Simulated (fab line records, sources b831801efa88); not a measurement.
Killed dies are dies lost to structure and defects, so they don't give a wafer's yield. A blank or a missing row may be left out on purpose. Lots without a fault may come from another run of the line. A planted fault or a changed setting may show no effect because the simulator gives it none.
Which tool did it? | flow gf180mcu | 13 lots, 39 wafers sampled, at 4 steps of a route of 602

WHAT THE GAUGES READ, wafer by wafer
GF_V3_BOW_MEAS_05. Usual: V3_BOW 117 um, standard deviation 9.1.
lot  | measured     | on            | V3_BOW (um) | flag
L492 | day 22 02:24 | film_metro-01 | 135 123 141 |
L494 | day 22 12:50 | film_metro-03 | 106 98 111  |
L495 | day 22 21:44 | film_metro-03 | 107 99 101  |
L496 | day 23 11:57 | film_metro-03 | 108 108 119 |
L498 | day 24 04:11 | film_metro-01 | 129 127 128 |
L499 | day 24 11:56 | film_metro-02 | 130 126 118 |
L500 | day 24 19:07 | film_metro-01 | 106 119 113 |
L501 | day 25 08:50 | film_metro-01 | 120 121 121 |
L502 | day 25 10:29 | film_metro-02 | 131 122 117 |
L503 | day 25 21:24 | film_metro-03 | 117 120 117 |
L504 | day 25 23:42 | film_metro-01 | 125 124 118 |
L509 | day 27 16:29 | film_metro-01 | 127 116 113 |
L514 | day 28 21:02 | film_metro-02 | 118 107 111 |

GF_PASSIVATION_BOW_MEAS_14. Usual: PASSIVATION_BOW 137 um, standard deviation 10.
lot  | measured     | on            | PASSIVATION_BOW (um) | flag
L492 | day 29 16:02 | film_metro-03 | 158 148 168          |
L494 | day 29 23:54 | film_metro-03 | 128 120 131          |
L495 | day 30 05:01 | film_metro-03 | 123 117 118          |
L496 | day 30 18:27 | film_metro-02 | 126 128 138          |
L498 | day 31 08:47 | film_metro-04 | 144 144 144          |
L499 | day 31 12:59 | film_metro-02 | 148 144 135          |
L500 | day 31 18:11 | film_metro-04 | 123 135 130          |
L501 | day 32 04:54 | film_metro-04 | 141 141 143          |
L502 | day 32 07:57 | film_metro-03 | 138 130 124          |
L503 | day 32 13:44 | film_metro-02 | 143 146 142          |
L504 | day 32 17:05 | film_metro-04 | 146 146 143          |
L509 | day 34 00:18 | film_metro-04 | 151 139 139          |
L514 | day 34 21:36 | film_metro-04 | 143 129 135          |

WHICH TOOL RAN EACH LOT (tool, then ch and the chambers of the sampled wafers, then the start)
lot  | GF_HV_LDD_ETCHBACK_58              | GF_V3_SPUTTER_22
L492 | rie_diel-01 ch 0,2,3, day 13 01:11 | pvd_sputter-04, day 23 02:14
L494 | rie_diel-02 ch 1,2,3, day 13 10:11 | pvd_sputter-03, day 23 13:07
L495 | rie_diel-02 ch 2,3, day 13 19:11   | pvd_sputter-03, day 23 21:22
L496 | rie_diel-02 ch 0,2, day 14 06:13   | pvd_sputter-03, day 24 11:16
L498 | rie_diel-02 ch 0,1,3, day 14 22:52 | pvd_sputter-04, day 25 03:29
L499 | rie_diel-01 ch 0,2,3, day 15 04:50 | pvd_sputter-04, day 25 10:36
L500 | rie_diel-02 ch 1,3, day 15 13:13   | pvd_sputter-02, day 25 17:57
L501 | rie_diel-03 ch 0,1,3, day 16 02:04 | pvd_sputter-03, day 26 07:02
L502 | rie_diel-02 ch 0,2,3, day 16 02:17 | pvd_sputter-03, day 26 08:10
L503 | rie_diel-01 ch 0,1,2, day 16 17:17 | pvd_sputter-03, day 26 18:28
L504 | rie_diel-03 ch 0,1,2, day 16 19:53 | pvd_sputter-03, day 26 21:11
L509 | rie_diel-03 ch 0,1, day 18 17:10   | pvd_sputter-03, day 28 13:25
L514 | rie_diel-01 ch 0,2,3, day 20 03:04 | pvd_sputter-02, day 29 17:12
- GF_HV_LDD_ETCHBACK_58: etches Si3N4 in CH3F/O2, stops on SiO2, time 100 s, target depth 90 nm.
- GF_V3_SPUTTER_22: material TiN, target thk 10 nm, time 40 s.

WHAT THE TOOLS THEMSELVES READ (means of the sampled wafers that have a number; where no wafer has one, the mark that the record gives instead)
GF_HV_LDD_ETCHBACK_58. Usual: O2_flow_sccm 30.01 sccm, standard deviation 0.09; drypump_motor_current_A 6.0 A, standard deviation 0.66; oes_product_au 0.844 a.u., standard deviation 0.0069; throttle_valve_pct 10.561 %, standard deviation 0.009.
lot  | tool        | O2_flow_sccm (sccm) | drypump_motor_current_A (A) | oes_product_au (a.u.) | throttle_valve_pct (%) | flag
L492 | rie_diel-01 | 30.05               | 6.5                         | 0.840                 | 10.554                 |
L494 | rie_diel-02 | 30.08               | 5.9                         | 0.840                 | 10.561                 |
L495 | rie_diel-02 | 30.05               | 6.0                         | 0.843                 | 10.561                 |
L496 | rie_diel-02 | 30.03               | 4.9                         | 0.839                 | 10.557                 |
L498 | rie_diel-02 | 29.99               | 5.6                         | 0.847                 | 10.553                 |
L499 | rie_diel-01 | 30.00               | 6.5                         | 0.843                 | 10.565                 |
L500 | rie_diel-02 | 30.04               | 6.0                         | 0.848                 | 10.570                 |
L501 | rie_diel-03 | 29.99               | 5.9                         | 0.851                 | 10.563                 |
L502 | rie_diel-02 | 30.12               | 5.4                         | 0.837                 | 10.563                 |
L503 | rie_diel-01 | 29.98               | 6.4                         | 0.843                 | 10.561                 |
L504 | rie_diel-03 | 29.93               | 5.6                         | 0.841                 | 10.562                 |
L509 | rie_diel-03 | 30.06               | 5.9                         | 0.844                 | 10.559                 |
L514 | rie_diel-01 | 30.05               | 6.5                         | 0.841                 | 10.557                 |

GF_V3_SPUTTER_22. Usual: throttle_valve_pct 29.7 %, standard deviation 0.87.
lot  | tool           | throttle_valve_pct (%) | flag
L492 | pvd_sputter-04 | 30.2                   |
L494 | pvd_sputter-03 | 29.0                   |
L495 | pvd_sputter-03 | 29.9                   |
L496 | pvd_sputter-03 | 30.0                   |
L498 | pvd_sputter-04 | 29.6                   |
L499 | pvd_sputter-04 | 30.3                   |
L500 | pvd_sputter-02 | 28.6                   |
L501 | pvd_sputter-03 | 29.9                   |
L502 | pvd_sputter-03 | 30.2                   |
L503 | pvd_sputter-03 | 30.1                   |
L504 | pvd_sputter-03 | 29.2                   |
L509 | pvd_sputter-03 | 29.0                   |
L514 | pvd_sputter-02 | 29.2                   |

THE ANSWER, worked out from the rows above alone
Rule: a lot is off if the mean of its wafers that have a number lies more than 3 standard deviations from the usual mean. A lot without any number at a reading at which 4 lots or more have one is off too. The other lots that the step has rows for count as sound. The gauges are gone through in route order, then the tools' own readings, and for those a lot's mean is taken as printed above. The first step at which some lot is off is used, and at that step the reading that is off furthest; a lot without a number counts as furthest.
No lot is off at any reading shown: from this, nothing can be told.

WHAT THE SIMULATOR HAD PUT IN
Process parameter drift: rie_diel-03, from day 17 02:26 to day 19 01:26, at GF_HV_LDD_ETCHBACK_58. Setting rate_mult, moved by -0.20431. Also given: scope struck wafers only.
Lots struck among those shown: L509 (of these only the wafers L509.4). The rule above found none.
